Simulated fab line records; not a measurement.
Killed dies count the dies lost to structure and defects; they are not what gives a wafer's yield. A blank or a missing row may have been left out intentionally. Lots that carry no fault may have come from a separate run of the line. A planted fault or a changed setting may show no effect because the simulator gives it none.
Code-filled problem report in 8D (eight disciplines) form    flow sky130    the parts of the form that need people (team, actions taken, sign-off) are left out

## 1. WHAT IS WRONG
At SKY_PAD_OPEN_PROBE_99, killed at front end averages 424 over 6 wafers from 2 lots, while fault-free wafers read 15, standard deviation 5. Measured from the usual mean, that is +82 standard deviations.
Earliest sighting: wafer L396.2 on prober-02 at day 47 03:01. The record has a number at this step for 6 wafers belonging to 2 lots. By rule, "out" or "out of limits" means more than 4 standard deviations away from the usual mean. All remaining wafers that have a number are taken as sound.

## 2. WHAT IT IS; WHAT IT IS NOT
question                     is                                               is not
which readings at this step  killed at front end, killed dies, killed on rim  killed_at_M0_to_M3, killed_at_M4_up, killed at other, killed open, killed short
which lots                   L396, L397                                       -
which wafers of those lots   all that have a number                           -
read on which tools          prober-01, prober-02                             -
when                         from day 47 03:01                                up to then (0 sound wafers)

## 3. SUSPECTS, AND WHAT RULES EACH OUT
Counting: a tool at a process step up to the reading stays a suspect if it ran every lot that is out and no sound lot after the first of them.
- litho track-04 at SKY_NWELL_COAT_18 (resist thk 3000 nm): kept. It ran every lot that is out, first L396 (day 6 04:51), and no sound lot after that.
- plasma asher-03 at SKY_NWELL_STRIP_25 (strips in O2/N2): kept. It ran every lot that is out, first L396 (day 6 14:31), and no sound lot after that.
The count leaves plasma asher-03 at SKY_NWELL_STRIP_25 and litho track-04 at SKY_NWELL_COAT_18.

## 4. THE CAUSE (what the simulator had put in)
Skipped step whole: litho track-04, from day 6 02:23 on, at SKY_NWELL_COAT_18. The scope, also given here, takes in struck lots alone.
2 suspects survive the count, and this tool is in that group.

## 5. SEQUENCE OF EFFECTS, ordered by route
Rows list readings where the struck wafers' mean (over those with a number) sits beyond 3 standard deviations from the usual. Scope: only readings with a usual standard deviation given in the record; hours: median across lots of the time from each lot's start at the first step in this table that gives one to its start at this step; sigmas: change in usual standard deviations.
hours  step                   reading              usual  on struck wafers  change  sigmas
0      SKY_PAD_OPEN_PROBE_99  killed at front end  15     424               +410    +82
0      SKY_PAD_OPEN_PROBE_99  killed dies          87     492               +405    +47
0      SKY_PAD_OPEN_PROBE_99  killed on rim        17     96                +79     +20
Here are the process steps it includes:
- SKY_PAD_OPEN_PROBE_99
Readings that are blank on the struck wafers while sound wafers have them: chill plate temp C at SKY_NWELL_COAT_18; dispense pressure kPa at SKY_NWELL_COAT_18; NWELL_01_OVL at SKY_NWELL_OVL_MEAS_23; oes product au at SKY_NWELL_STRIP_25; strip time to endpoint s at SKY_NWELL_STRIP_25.

## 6. HOW IT WOULD HAVE BEEN CAUGHT EARLIER
985 hours passed between the start of the fault at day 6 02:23 and the first reading out of limits in this record, taken at day 47 03:01.
Between SKY_NWELL_COAT_18 and SKY_PAD_OPEN_PROBE_99, SKY_NWELL_OVL_MEAS_23 gave no NWELL_01_OVL on the struck wafers, where sound wafers have one: a measuring or inspecting step that comes back empty is itself a sign.
At SKY_NWELL_COAT_18 the tool's readings are blank on the struck wafers, where sound wafers have them: an empty tool record is the first sign, and it was there at once.
By day 47 03:01 the whole set of lots that are out, 2 in number, had already begun SKY_NWELL_COAT_18 on litho track-04. A hold on the tool at that time would have spared none of them.
